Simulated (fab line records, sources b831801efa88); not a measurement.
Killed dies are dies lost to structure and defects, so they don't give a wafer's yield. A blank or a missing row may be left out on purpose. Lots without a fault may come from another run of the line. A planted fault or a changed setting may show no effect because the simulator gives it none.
fab line records | flow sky130
record lots=24 wafers=72 last_day=50
route steps=708 shown FIELD_ISO@1 VT_ADJUST_LVTN@117 CONTACT@409 METAL1@452 METAL3@565 METAL4@632
lots that met no fault: from a run of the same line without faults
start_h: hours from the record's first day to the start of the lot's first wafer shown | wait_h: hours since the lot's step before | " the same as in the row above | L1.1+2: a row that stands for several wafers | - no value, or no start given | * or withheld: withheld | < > ~ a bound
route shown NAME@n: a module of which the file shows steps, and the number in the route of the first | usual: mean/standard deviation of fault-free wafers | same: alike in all rows | chamber/n: place in a boat | sites: the reading at each site | _std_site: their standard deviation | _edge_site: outer sites' mean less inner sites' | radius_mm: how far each site lies from the wafer's centre | mask NAME#n: copy n | behind: the tool/chamber that last shaped the wafer | hold: why the lot was held/for how many hours/how that ended | device: the transistor (n, p or np) that didn't switch | end of line: the same wafers' tests at the end of the route | a step without rows: its recipe alone | killed: dies lost to structure and defects at the first sort, not the wafer's yield | map: a wafer's dies, x killed, . not, _ none there
set.NAME: the setting as run; set.NAME@STEP: as run at that earlier step | model.NAME: the simulator's own value behind a step, which no gauge read
steps of the route over a sample of lots; a table a step, a row a wafer
services: from which hour (start_h, from the record's first day; less than 0 if before it) a tool's chamber was out of use, for how many hours, and why
## steps
# step SKY_FIELD_ISO_BOW_MEAS_00
# recipe mode=bow
# usual INCOMING_BOW=0/5.9
# columns lot.wafer tool chamber start_h wait_h INCOMING_BOW[um]
L074.1 film_metro-02 - 10.00 - 6
L074.2 " - " " -5
L074.5 " - " " 7
L075.2 film_metro-04 - 15.02 - 1
L075.3 " - " " -4
L075.6 " - " " 7
L076.1 film_metro-04 - 20.00 - 0
L076.2 " - " " -4
L076.6 " - " " 1
L077.1 film_metro-03 - 25.00 - 0
L077.2 " - " " -1
L077.3 " - " " 4
L078.2 film_metro-02 - 30.02 - -2
L078.4 " - " " 2
L078.5 " - " " 0
L079.2 film_metro-02 - 35.02 - -7
L079.3 " - " " 5
L079.5 " - " " 0
L080.3 film_metro-04 - 40.04 - -7
L080.4 " - " " -1
L080.5 " - " " -9
L081.2 film_metro-04 - 45.02 - 2
L081.4 " - " " -10
L081.5 " - " " -3
L082.3 film_metro-02 - 50.04 - -2
L082.4 " - " " -6
L082.6 " - " " -9
L083.1 film_metro-02 - 55.00 - -2
L083.2 " - " " -10
L083.6 " - " " 6
L084.1 film_metro-04 - 60.00 - -1
L084.4 " - " " -10
L084.6 " - " " 1
L085.4 film_metro-02 - 65.06 - -2
L085.5 " - " " -3
L085.6 " - " " 0
L086.2 film_metro-03 - 70.02 - 6
L086.4 " - " " -4
L086.5 " - " " 0
L087.1 film_metro-02 - 75.00 - 2
L087.2 " - " " -9
L087.4 " - " " -3
L088.1 film_metro-03 - 80.00 - 0
L088.3 " - " " 10
L088.5 " - " " 4
L089.1 film_metro-04 - 85.00 - 7
L089.4 " - " " -5
L089.6 " - " " 1
L090.3 film_metro-02 - 90.04 - 12
L090.4 " - " " -6
L090.5 " - " " 6
L091.4 film_metro-03 - 95.06 - 4
L091.5 " - " " -4
L091.6 " - " " 2
L092.3 film_metro-04 - 100.04 - 0
L092.4 " - " " -2
L092.6 " - " " 12
L093.1 film_metro-02 - 105.00 - 1
L093.4 " - " " -4
L093.5 " - " " 19
L094.3 film_metro-03 - 110.04 - -4
L094.5 " - " " 1
L094.6 " - " " 3
L095.3 film_metro-03 - 115.04 - -3
L095.4 " - " " 6
L095.5 " - " " -4
L096.1 film_metro-02 - 120.00 - -4
L096.3 " - " " -7
L096.4 " - " " 7
L097.1 film_metro-03 - 125.00 - -2
L097.2 " - " " 2
L097.3 " - " " -10
# step SKY_VT_ADJUST_LVTN_STRIP_20
# recipe chemistry=O2/N2 power_w=1400 pressure_mtorr=1500 platen_temp_c=withheld o2_flow_sccm=3000 n2_flow_sccm=300 overash_fraction=0.5
# usual drypump_motor_current_A=6.01/0.25 oes_product_au=0.715/0.005 strip_time_to_endpoint_s=14.17/0.046
# columns lot.wafer tool chamber start_h wait_h drypump_motor_current_A oes_product_au rf_hours_counter_h strip_time_to_endpoint_s
L074.1 plasma_asher-03 1 169.76 0.1 5.97 0.710 2 14.23
L074.2 " 0 " " 6.16 0.711 2 14.20
L074.5 " 0 " " 6.17 0.709 - 14.23
L075.2 plasma_asher-03 0 170.66 0.1 6.14 0.722 2 14.18
L075.3 " 1 " " 6.01 0.718 - 14.18
L075.6 " 1 " " 5.98 0.716 - 14.15
L076.1 plasma_asher-03 1 176.35 0.1 5.96 0.704 3 14.26
L076.2 " 0 " " 6.16 0.715 3 14.25
L076.6 " 1 " " 5.94 0.710 - 14.25
L077.1 plasma_asher-03 0 180.36 0.1 6.16 0.714 3 14.19
L077.2 " 1 " " 5.98 0.714 3 14.09
L077.3 " 0 " " 6.16 0.714 - 14.14
L078.2 plasma_asher-04 1 186.70 0.1 6.03 0.724 38 14.16
L078.4 " 0 " " 6.06 0.711 - 14.21
L078.5 " 1 " " 6.02 0.719 - 14.22
L079.2 plasma_asher-04 0 199.40 0.1 6.04 0.715 39 14.24
L079.3 " 0 " " 6.05 0.718 - 14.20
L079.5 " 1 " " 6.01 0.724 - 14.21
L080.3 plasma_asher-04 1 208.36 0.1 5.96 0.712 - 14.15
L080.4 " 0 " " 6.05 0.721 - 14.15
L080.5 " 1 " " 5.97 0.712 - 14.20
L081.2 plasma_asher-04 0 211.42 0.1 6.05 0.719 40 14.16
L081.4 " 0 " " 6.05 0.712 - 14.20
L081.5 " 1 " " 5.99 0.721 - 14.19
L082.3 plasma_asher-03 1 216.18 0.1 5.90 0.709 - 14.20
L082.4 " 0 " " 6.13 0.723 - 14.21
L082.6 " 0 " " 6.11 0.724 - 14.20
L083.1 plasma_asher-04 0 223.61 0.1 6.04 0.714 41 14.13
L083.2 " 1 " " 5.98 0.712 41 14.11
L083.6 " 1 " " 6.00 0.708 - 14.15
L084.1 plasma_asher-02 1 228.22 0.1 5.53 0.710 53 14.23
L084.4 " 1 " " 5.53 0.712 - 14.26
L084.6 " 0 " " 6.37 0.719 - 14.23
L085.4 plasma_asher-02 1 237.51 0.1 5.53 0.711 - 14.15
L085.5 " 1 " " 5.52 0.716 - 14.15
L085.6 " 0 " " 6.37 0.724 - 14.13
L086.2 plasma_asher-03 1 250.42 0.1 5.94 0.720 10 14.12
L086.4 " 0 " " 6.15 0.723 - 14.13
L086.5 " 0 " " 6.13 0.716 - 14.12
L087.1 plasma_asher-02 0 257.26 0.1 6.38 0.711 56 14.05
L087.2 " 1 " " 5.51 0.714 56 14.11
L087.4 " 1 " " 5.51 0.719 - 14.10
L088.1 plasma_asher-02 0 265.47 0.1 6.36 0.716 57 14.24
L088.3 " 1 " " 5.53 0.716 - 14.19
L088.5 " 0 " " 6.37 0.714 - 14.18
L089.1 plasma_asher-02 0 265.95 0.1 6.36 0.716 57 14.20
L089.4 " 0 " " 6.37 0.720 - 14.21
L089.6 " 1 " " 5.51 0.710 - 14.22
L090.3 plasma_asher-02 0 271.74 0.1 6.37 0.710 - 14.17
L090.4 " 1 " " 5.54 0.710 - 14.17
L090.5 " 0 " " 6.35 0.709 - 14.16
L091.4 plasma_asher-04 1 274.96 0.1 6.01 0.713 - 14.17
L091.5 " 0 " " 6.06 0.712 - 14.17
L091.6 " 1 " " 5.98 0.714 - 14.14
L092.3 plasma_asher-04 0 283.43 0.1 6.02 0.715 - 14.22
L092.4 " 1 " " 5.99 0.717 - 14.15
L092.6 " 0 " " 6.06 0.707 - 14.18
L093.1 plasma_asher-02 1 290.15 0.1 5.55 0.712 59 14.14
L093.4 " 1 " " 5.54 0.719 - 14.10
L093.5 " 1 " " 5.52 0.717 - 14.19
L094.3 plasma_asher-03 0 298.03 0.1 6.15 0.721 - 14.19
L094.5 " 0 " " 6.16 0.717 - 14.20
L094.6 " 1 " " 5.91 0.717 - 14.15
L095.3 plasma_asher-02 0 300.98 0.1 6.37 0.717 - 14.15
L095.4 " 1 " " 5.53 0.719 - 14.14
L095.5 " 0 " " 6.38 0.723 - 14.17
L096.1 plasma_asher-04 1 309.80 0.1 6.01 0.712 50 14.11
L096.3 " 0 " " 6.05 0.715 - 14.15
L096.4 " 1 " " 6.02 0.721 - 14.14
L097.1 plasma_asher-04 1 318.47 0.1 6.00 0.720 50 14.12
L097.2 " 0 " " 6.08 0.715 50 14.11
L097.3 " 1 " " 6.02 0.723 - 14.12
# step SKY_CONTACT_THK_MEAS_03
# recipe reads=SiO2_of_CONTACT_HDPCVD_02
# usual CONTACT_HDPCVD_THK=564/5.1
# columns lot.wafer tool chamber start_h wait_h CONTACT_HDPCVD_THK[nm]
L075.2 film_metro-04 - 717.74 0.0 545
L075.3 " - " " 558
L075.6 " - " " 560
L074.1 film_metro-03 - 719.33 0.0 568
L074.2 " - " " 556
L074.5 " - " " 568
L077.1 film_metro-03 - 731.61 0.0 566
L077.2 " - " " 573
L077.3 " - " " 561
L076.1 film_metro-03 - 734.40 0.0 565
L076.2 " - " " 564
L076.6 " - " " 562
L078.2 film_metro-03 - 741.06 0.0 556
L078.4 " - " " 553
L078.5 " - " " 565
L079.2 film_metro-02 - 757.42 0.0 567
L079.3 " - " " 566
L079.5 " - " " 563
L081.2 film_metro-03 - 763.20 0.0 560
L081.4 " - " " 564
L081.5 " - " " 557
L080.3 film_metro-03 - 766.43 0.1 562
L080.4 " - " " 569
L080.5 " - " " 566
L082.3 film_metro-02 - 773.16 0.1 573
L082.4 " - " " 565
L082.6 " - " " 557
L083.1 film_metro-02 - 782.34 0.0 559
L083.2 " - " " 563
L083.6 " - " " 564
L084.1 film_metro-04 - 788.46 0.0 567
L084.4 " - " " 564
L084.6 " - " " 563
L085.4 film_metro-04 - 792.27 0.0 572
L085.5 " - " " 562
L085.6 " - " " 560
L086.2 film_metro-02 - 804.43 0.0 566
L086.4 " - " " 564
L086.5 " - " " 565
L087.1 film_metro-03 - 813.04 0.0 563
L087.2 " - " " 570
L087.4 " - " " 569
L088.1 film_metro-04 - 825.63 0.0 565
L088.3 " - " " 570
L088.5 " - " " 564
L089.1 film_metro-04 - 826.47 0.0 566
L089.4 " - " " 567
L089.6 " - " " 562
L090.3 film_metro-03 - 833.03 0.1 563
L090.4 " - " " 573
L090.5 " - " " 563
L091.4 film_metro-03 - 837.07 0.0 565
L091.5 " - " " 564
L091.6 " - " " 555
L092.3 film_metro-03 - 839.24 0.1 564
L092.4 " - " " 570
L092.6 " - " " 563
L093.1 film_metro-03 - 848.29 0.1 568
L093.4 " - " " 573
L093.5 " - " " 573
L094.3 film_metro-04 - 854.18 0.1 562
L094.5 " - " " 562
L094.6 " - " " 559
L095.3 film_metro-03 - 858.08 0.1 570
L095.4 " - " " 565
L095.5 " - " " 558
L096.1 film_metro-04 - 864.30 0.0 568
L096.3 " - " " 564
L096.4 " - " " 567
L097.1 film_metro-02 - 875.70 0.0 563
L097.2 " - " " 564
L097.3 " - " " 560
# step SKY_METAL1_ETCH_18
# recipe chemistry=N2/H2 target=BARC ion_energy_ev=200 bias_w=100 pressure_mtorr=30 n2_flow_sccm=100 h2_flow_sccm=200 icp_w=500 stop_on=SiO2 time_s=45.9 target_depth_a=600
# usual bias_w=99.96/0.3 drypump_motor_current_A=5.5/0.53 oes_product_au=0.854/0.005 throttle_valve_pct=13.225/0.0086
# columns lot.wafer tool chamber start_h wait_h bias_w drypump_motor_current_A oes_product_au rf_hours_counter_h throttle_valve_pct
L075.2 rie_metal-03 1 773.91 0.0 99.90 5.1 0.859 14 13.236
L075.3 " 0 " " 99.83 5.6 0.856 - 13.215
L075.6 " 1 " " 99.59 5.1 0.856 - 13.224
L074.1 rie_metal-04 0 775.94 0.1 99.75 4.8 0.850 12 13.233
L074.2 " 0 " " 99.95 4.8 0.859 - 13.224
L074.5 " 0 " " 100.05 4.8 0.857 - 13.231
L077.1 rie_metal-03 1 787.85 0.0 99.92 5.1 0.853 15 13.225
L077.2 " 0 " " 100.05 5.6 0.859 4 13.230
L077.3 " 1 " " 99.77 5.1 0.853 - 13.210
L076.1 rie_metal-04 0 789.08 0.1 99.99 4.8 0.858 13 13.239
L076.2 " 0 " " 100.15 4.8 0.849 - 13.226
L076.6 " 0 " " 100.07 4.8 0.851 - 13.223
L078.2 rie_metal-04 0 795.45 0.0 100.63 4.8 0.853 13 13.248
L078.4 " 1 " " 99.88 6.5 0.853 - 13.224
L078.5 " 1 " " 99.92 6.5 0.846 - 13.227
L079.2 rie_metal-03 1 812.85 0.0 99.97 5.1 0.852 16 13.227
L079.3 " 0 " " 100.62 5.6 0.852 - 13.231
L079.5 " 0 " " 100.28 5.6 0.856 - 13.217
L081.2 rie_metal-01 1 818.26 0.0 100.22 5.9 0.863 2 13.226
L081.4 " 0 " " 100.14 5.7 0.859 - 13.207
L081.5 " 0 " " 100.02 5.7 0.843 - 13.227
L080.3 rie_metal-04 0 822.62 0.0 100.04 4.8 0.859 - 13.217
L080.4 " 1 " " 99.90 6.5 0.848 - 13.210
L080.5 " 0 " " 100.10 4.8 0.853 - 13.240
L082.3 rie_metal-03 1 827.22 0.0 99.93 5.1 0.856 - 13.216
L082.4 " 0 " " 99.51 5.6 0.855 - 13.227
L082.6 " 1 " " 100.13 5.1 0.858 - 13.233
L083.1 rie_metal-03 0 836.36 0.0 100.39 5.6 0.854 5 13.242
L083.2 " 1 " " 99.28 5.1 0.853 16 13.220
L083.6 " 1 " " 99.80 5.1 0.842 - 13.238
L084.1 rie_metal-03 1 842.81 0.0 100.35 5.1 0.862 17 13.208
L084.4 " 1 " " 100.05 5.1 0.845 - 13.226
L084.6 " 0 " " 100.31 5.6 0.854 - 13.205
L085.4 rie_metal-04 1 846.27 0.0 99.73 6.5 0.856 - 13.223
L085.5 " 0 " " 100.28 4.8 0.857 - 13.222
L085.6 " 1 " " 99.91 6.5 0.869 - 13.219
L086.2 rie_metal-03 0 857.81 0.1 100.61 5.6 0.853 - 13.236
L086.4 " 0 " " 99.93 5.6 0.852 - 13.220
L086.5 " 0 " " 100.22 5.6 0.842 - 13.227
L087.1 rie_metal-04 0 866.81 0.0 100.06 4.8 0.850 0 13.219
L087.2 " 1 " " 100.04 6.5 0.845 3 13.228
L087.4 " 1 " " 99.79 6.5 0.864 - 13.246
L088.1 rie_metal-01 0 879.05 0.0 99.82 5.7 0.861 5 13.226
L088.3 " 1 " " 99.87 5.9 0.854 - 13.195
L088.5 " 1 " " 99.98 5.9 0.857 - 13.216
L089.1 rie_metal-03 0 880.88 0.1 99.92 5.6 0.858 8 13.209
L089.4 " 0 " " 100.47 5.6 0.859 - 13.220
L089.6 " 0 " " 99.68 5.6 0.859 - 13.210
L090.3 rie_metal-03 0 887.13 0.1 98.82 5.6 0.857 - 13.221
L090.4 " 0 " " 99.33 5.6 0.855 - 13.218
L090.5 " 0 " " 98.74 5.6 0.858 - 13.231
L091.4 rie_metal-01 0 893.22 0.0 100.22 5.7 0.857 - 13.223
L091.5 " 0 " " 99.82 5.7 0.855 - 13.224
L091.6 " 1 " " 99.77 5.9 0.849 - 13.224
L092.3 rie_metal-03 0 893.57 0.0 99.63 5.6 0.857 - 13.230
L092.4 " 1 " " 99.98 5.1 0.857 - 13.234
L092.6 " 0 " " 100.02 5.6 0.864 - 13.225
L093.1 rie_metal-04 1 902.55 0.0 99.72 6.5 0.851 4 13.217
L093.4 " 1 " " 99.69 6.5 0.859 - 13.232
L093.5 " 1 " " 99.82 6.5 0.856 - 13.229
L094.3 rie_metal-01 1 907.28 0.0 100.43 5.9 0.856 - 13.221
L094.5 " 0 " " 99.53 5.7 0.849 - 13.220
L094.6 " 1 " " 100.07 5.9 0.853 - 13.222
L095.3 rie_metal-03 0 910.63 0.0 100.07 5.6 0.857 - 13.239
L095.4 " 1 " " 99.88 5.1 0.856 - 13.218
L095.5 " 0 " " 99.83 5.6 0.857 - 13.229
L096.1 rie_metal-04 0 917.20 0.0 100.25 4.8 0.856 2 13.230
L096.3 " 0 " " 99.65 4.8 0.848 - 13.218
L096.4 " 1 " " 100.01 6.5 0.846 - 13.229
L097.1 rie_metal-03 0 927.85 0.0 100.01 5.6 0.854 10 13.224
L097.2 " 1 " " 100.46 5.1 0.852 2 13.222
L097.3 " 0 " " 100.29 5.6 0.855 - 13.213
# step SKY_METAL3_DESCUM_15
# recipe chemistry=O2 source_power_w=150 bias_power_w=0 pressure_mtorr=10 temp_c=40 time_s=8
# usual drypump_motor_current_A=5.8/0.62 oes_product_au=0.999/0.0085
# columns lot.wafer tool chamber start_h wait_h drypump_motor_current_A oes_product_au rf_hours_counter_h
L075.2 rie_metal-02 1 909.02 0.0 5.7 0.985 7
L075.3 " 0 " " 6.7 0.993 -
L075.6 " 0 " " 6.7 0.995 -
L074.1 rie_metal-01 0 909.89 0.0 5.7 0.996 7
L074.2 " 1 " " 5.8 1.009 6
L074.5 " 1 " " 5.9 1.002 -
L077.1 rie_metal-01 0 921.87 0.0 5.7 1.002 7
L077.2 " 1 " " 5.9 1.000 6
L077.3 " 0 " " 5.7 1.002 -
L076.1 rie_metal-01 1 923.99 0.0 5.9 1.003 6
L076.2 " 0 " " 5.7 0.992 8
L076.6 " 0 " " 5.7 0.999 -
L078.2 rie_metal-04 0 930.49 0.0 4.8 0.999 3
L078.4 " 0 " " 4.8 0.998 -
L078.5 " 0 " " 4.8 0.990 -
L079.2 rie_metal-04 0 946.47 0.0 4.8 1.009 4
L079.3 " 0 " " 4.8 1.003 -
L079.5 " 0 " " 4.8 0.999 -
L081.2 rie_metal-01 0 950.62 0.0 5.7 0.999 9
L081.4 " 1 " " 5.8 0.995 -
L081.5 " 1 " " 5.8 0.995 -
L080.3 rie_metal-02 0 954.73 0.0 6.8 1.003 -
L080.4 " 1 " " 5.8 0.972 -
L080.5 " 0 " " 6.7 0.997 -
L082.3 rie_metal-04 0 959.58 0.0 4.8 1.001 -
L082.4 " 1 " " 6.4 1.013 -
L082.6 " 1 " " 6.5 1.001 -
L083.1 rie_metal-02 0 968.37 0.0 6.7 0.988 17
L083.2 " 1 " " 5.7 0.982 11
L083.6 " 0 " " 6.7 0.997 -
L084.1 rie_metal-04 1 975.05 0.0 6.5 1.008 8
L084.4 " 1 " " 6.5 1.006 -
L084.6 " 1 " " 6.5 1.000 -
L085.4 rie_metal-01 1 975.63 0.0 5.8 0.993 -
L085.5 " 1 " " 5.9 1.003 -
L085.6 " 0 " " 5.7 1.014 -
L086.2 rie_metal-02 1 989.92 0.0 5.8 0.992 12
L086.4 " 1 " " 5.8 0.997 -
L086.5 " 1 " " 5.7 0.992 -
L087.1 rie_metal-01 0 997.32 0.0 5.7 0.986 12
L087.2 " 1 " " 5.9 0.994 10
L087.4 " 1 " " 5.9 1.001 -
L088.1 rie_metal-04 0 1007.72 0.0 4.8 1.002 7
L088.3 " 0 " " 4.8 1.003 -
L088.5 " 0 " " 4.7 0.994 -
L089.1 rie_metal-04 1 1009.22 0.0 6.5 1.000 10
L089.4 " 0 " " 4.7 1.002 -
L089.6 " 1 " " 6.5 1.003 -
L090.3 rie_metal-04 1 1016.73 0.0 6.5 1.019 -
L090.4 " 0 " " 4.8 1.002 -
L090.5 " 0 " " 4.8 1.004 -
L091.4 rie_metal-04 1 1020.93 0.0 6.5 1.011 -
L091.5 " 1 " " 6.5 1.001 -
L091.6 " 0 " " 4.8 0.996 -
L092.3 rie_metal-01 1 1021.56 0.0 5.9 0.998 -
L092.4 " 0 " " 5.7 1.002 -
L092.6 " 1 " " 5.9 0.993 -
L093.1 rie_metal-02 1 1029.97 0.0 5.7 0.975 14
L093.4 " 1 " " 5.7 0.983 -
L093.5 " 1 " " 5.7 0.990 -
L094.3 rie_metal-01 0 1032.48 0.0 5.7 1.002 -
L094.5 " 1 " " 5.8 1.008 -
L094.6 " 0 " " 5.7 1.004 -
L095.3 rie_metal-01 1 1036.43 0.0 5.8 0.991 -
L095.4 " 0 " " 5.7 0.990 -
L095.5 " 1 " " 5.9 0.989 -
L096.1 rie_metal-04 1 1043.32 0.0 6.4 1.018 12
L096.3 " 1 " " 6.5 1.018 -
L096.4 " 0 " " 4.8 1.010 -
L097.1 rie_metal-02 1 1053.57 0.0 5.7 0.994 16
L097.2 " 0 " " 6.7 1.011 22
L097.3 " 0 " " 6.7 1.004 -
# step SKY_METAL4_ETCH_16
# recipe chemistry=N2/H2 target=BARC ion_energy_ev=200 bias_w=100 pressure_mtorr=30 n2_flow_sccm=100 h2_flow_sccm=200 icp_w=500 stop_on=SiO2 time_s=88.2 target_depth_a=600
# usual bias_w=100.0/0.32 drypump_motor_current_A=5.8/0.53 oes_product_au=0.626/0.0048 throttle_valve_pct=13.204/0.0089
# columns lot.wafer tool chamber start_h wait_h bias_w drypump_motor_current_A oes_product_au rf_hours_counter_h throttle_valve_pct
L075.2 rie_metal-02 0 986.15 0.0 100.1 6.7 0.622 18 13.182
L075.3 " 1 " " 99.7 5.8 0.634 - 13.201
L075.6 " 0 " " 100.3 6.7 0.630 - 13.211
L074.1 rie_metal-02 0 987.30 0.0 100.2 6.7 0.626 18 13.206
L074.2 " 1 " " 99.5 5.7 0.631 11 13.208
L074.5 " 0 " " 99.7 6.7 0.619 - 13.218
L077.1 rie_metal-02 1 999.36 0.0 99.8 5.7 0.627 12 13.215
L077.2 " 0 " " 100.2 6.7 0.633 18 13.198
L077.3 " 0 " " 100.4 6.7 0.627 - 13.204
L076.1 rie_metal-03 1 1000.36 0.0 100.2 5.1 0.629 6 13.206
L076.2 " 0 " " 100.0 5.6 0.627 14 13.205
L076.6 " 1 " " 100.4 5.1 0.633 - 13.207
L078.2 rie_metal-01 1 1006.75 0.0 100.5 5.9 0.629 11 13.204
L078.4 " 0 " " 99.8 5.7 0.637 - 13.204
L078.5 " 1 " " 100.1 5.8 0.632 - 13.199
L079.2 rie_metal-02 1 1021.95 0.0 99.9 5.8 0.623 14 13.216
L079.3 " 1 " " 99.7 5.8 0.618 - 13.213
L079.5 " 1 " " 99.9 5.8 0.626 - 13.220
L081.2 rie_metal-02 1 1025.81 0.0 100.8 5.7 0.623 14 13.193
L081.4 " 0 " " 100.0 6.7 0.625 - 13.206
L081.5 " 0 " " 100.1 6.7 0.622 - 13.225
L080.3 rie_metal-02 0 1029.54 0.0 100.2 6.8 0.622 - 13.209
L080.4 " 1 " " 100.0 5.8 0.616 - 13.201
L080.5 " 1 " " 100.2 5.7 0.631 - 13.216
L082.3 rie_metal-01 0 1034.73 0.0 99.4 5.7 0.628 - 13.196
L082.4 " 1 " " 100.0 5.8 0.627 - 13.213
L082.6 " 0 " " 100.2 5.7 0.628 - 13.206
L083.1 rie_metal-03 0 1042.91 0.0 100.0 5.6 0.626 17 13.184
L083.2 " 1 " " 100.3 5.1 0.622 9 13.183
L083.6 " 1 " " 99.6 5.1 0.634 - 13.203
L084.1 rie_metal-01 0 1048.70 0.0 100.4 5.7 0.626 15 13.206
L084.4 " 1 " " 99.6 5.8 0.630 - 13.209
L084.6 " 1 " " 100.0 5.9 0.620 - 13.193
L085.4 rie_metal-03 1 1050.03 0.0 100.3 5.1 0.636 - 13.204
L085.5 " 1 " " 100.2 5.1 0.623 - 13.191
L085.6 " 0 " " 99.9 5.6 0.631 - 13.204
L086.2 rie_metal-03 1 1063.35 0.0 100.0 5.1 0.628 10 13.208
L086.4 " 1 " " 100.1 5.1 0.623 - 13.211
L086.5 " 0 " " 99.8 5.6 0.622 - 13.211
L087.1 rie_metal-03 0 1071.16 0.0 100.4 5.6 0.634 19 13.211
L087.2 " 1 " " 99.7 5.1 0.633 11 13.210
L087.4 " 1 " " 99.9 5.1 0.623 - 13.201
L088.1 rie_metal-02 1 1079.16 0.0 100.0 5.7 0.622 17 13.194
L088.3 " 0 " " 100.1 6.7 0.622 - 13.195
L088.5 " 0 " " 99.5 6.7 0.631 - 13.212
L089.1 rie_metal-03 1 1079.86 0.0 99.9 5.1 0.636 12 13.213
L089.4 " 1 " " 99.4 5.1 0.627 - 13.208
L089.6 " 0 " " 100.3 5.6 0.627 - 13.195
L090.3 rie_metal-02 1 1087.79 0.0 99.7 5.8 0.630 - 13.219
L090.4 " 0 " " 100.3 6.7 0.629 - 13.221
L090.5 " 0 " " 99.7 6.7 0.623 - 13.215
L091.4 rie_metal-03 1 1090.99 0.0 99.9 5.1 0.632 - 13.198
L091.5 " 0 " " 100.1 5.6 0.624 - 13.215
L091.6 " 1 " " 100.2 5.1 0.637 - 13.214
L092.3 rie_metal-01 1 1092.39 0.0 99.8 5.9 0.624 - 13.193
L092.4 " 0 " " 100.6 5.7 0.631 - 13.207
L092.6 " 0 " " 100.2 5.7 0.622 - 13.207
L093.1 rie_metal-03 0 1099.85 0.0 99.5 5.6 0.624 21 13.207
L093.4 " 1 " " 100.6 5.1 0.637 - 13.215
L093.5 " 0 " " 99.7 5.6 0.625 - 13.202
L094.3 rie_metal-01 0 1102.03 0.0 99.3 5.7 0.621 - 13.203
L094.5 " 1 " " 99.7 5.9 0.620 - 13.211
L094.6 " 0 " " 99.8 5.7 0.632 - 13.205
L095.3 rie_metal-02 1 1105.09 0.0 100.0 5.7 0.619 - 13.213
L095.4 " 0 " " 100.1 6.7 0.627 - 13.201
L095.5 " 0 " " 99.3 6.7 0.623 - 13.201
L096.1 rie_metal-03 1 1111.21 0.0 100.5 5.1 0.625 14 13.199
L096.3 " 1 " " 100.1 5.1 0.626 - 13.204
L096.4 " 0 " " 100.2 5.6 0.635 - 13.195
L097.1 rie_metal-02 1 1119.50 0.0 100.5 5.8 0.633 21 13.189
L097.2 " 0 " " 99.4 6.7 0.625 28 13.188
L097.3 " 0 " " 100.4 6.7 0.625 - 13.199
## services
# columns tool chamber start_h hours kind
rie_metal-03 - 175.39 0.1 repair
rie_metal-03 0 192.92 4.6 repair
rie_metal-01 0 212.64 22.4 repair
rie_metal-03 - 217.12 0.7 repair
rie_metal-01 1 317.46 5.1 repair
rie_metal-03 0 350.36 22.3 repair
rie_metal-01 1 362.40 12.7 repair
rie_metal-04 0 422.35 4.5 repair
rie_metal-03 - 426.11 2.8 pm
rie_metal-03 0 430.48 2.7 repair
rie_metal-01 - 454.09 2.8 pm
rie_metal-03 1 486.80 15.5 repair
rie_metal-04 - 582.52 1.5 repair
rie_metal-03 1 627.43 4.8 repair
rie_metal-04 0 630.81 5.3 repair
rie_metal-04 - 633.29 3.8 repair
rie_metal-03 1 715.07 1.5 repair
rie_metal-01 - 719.03 1.1 repair
rie_metal-04 1 735.77 13.5 repair
rie_metal-04 - 759.52 0.6 repair
rie_metal-03 1 876.53 11.0 repair
rie_metal-03 0 897.82 10.2 repair
rie_metal-01 1 957.15 4.1 repair
rie_metal-01 - 1074.63 14.6 pm
## key
fault none
